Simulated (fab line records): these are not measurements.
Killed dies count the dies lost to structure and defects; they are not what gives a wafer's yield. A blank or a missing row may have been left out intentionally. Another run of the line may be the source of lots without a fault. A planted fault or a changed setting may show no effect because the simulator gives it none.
2 desks, one fault	flow sky130	each desk has only its own numbers; what lay behind them comes last

## THE TOOL OWNER'S DESK: rie diel-04
The tool's own readings at SKY_SONOS_ONO_ETCH_15 (etches the open film in CHF3/O2, target depth 19.52 nm, time 7.8 s): means of the sampled wafers that have a number, for each lot that ran on this tool. A lot is out of limits, marked OUT, if its mean lies more than 4 standard deviations from the usual mean; the brackets give that distance.
Columns: A = drypump motor current A at SKY_SONOS_ONO_ETCH_15, usual 5.8 A; B = oes product au at SKY_SONOS_ONO_ETCH_15, usual 0.999 a.u.; C = throttle valve pct at SKY_SONOS_ONO_ETCH_15, usual 8.824 %
lot	first seen here	A	B	C
L907	day 15 00:28	5.5	1.007	8.830
L919	day 18 20:47	5.4	0.996	8.822
L920	day 19 04:43	5.6	1.004	8.821
This desk's finding: nothing out of limits on any of the 3 lots.

## FROM THE METROLOGY DESK
Lot by lot, what the gauges showed, no matter which tool ran the lot: averages of those sampled wafers that carry a number. A lot is out of limits, marked OUT, if its mean lies more than 4 standard deviations from the usual mean; the brackets give that distance.
Columns: A = SONOS_ONO_CVD_02_THK at SKY_SONOS_ONO_THK_MEAS_03, usual 10.51 nm; B = SONOS_ONO_CVD_04_THK at SKY_SONOS_ONO_THK_MEAS_05, usual 5.80 nm; C = cd nm at SKY_SONOS_ONO_CD_MEAS_13, usual 409.2 nm; D = SONOS_ONO_OVL at SKY_SONOS_ONO_OVL_MEAS_14, usual 0.9 nm
lot	first seen here	A	B	C	D
L901	day 11 21:39	10.50	6.02	410.6	1.9
L907	day 13 22:23	10.52	5.92	411.5	0.5
L917	day 16 20:47	10.52	5.82	408.1	1.3
L919	day 17 13:32	10.49	5.98	410.9	2.4
L920	day 17 21:07	10.39	5.63	411.6	-1.0
This desk's finding: nothing out of limits on any of the 5 lots.

## BROUGHT TOGETHER
The tool owner's desk saw nothing out of limits.
At the metrology desk, nothing out of limits was observed.

## WHAT WAS PUT IN BY THE SIMULATOR
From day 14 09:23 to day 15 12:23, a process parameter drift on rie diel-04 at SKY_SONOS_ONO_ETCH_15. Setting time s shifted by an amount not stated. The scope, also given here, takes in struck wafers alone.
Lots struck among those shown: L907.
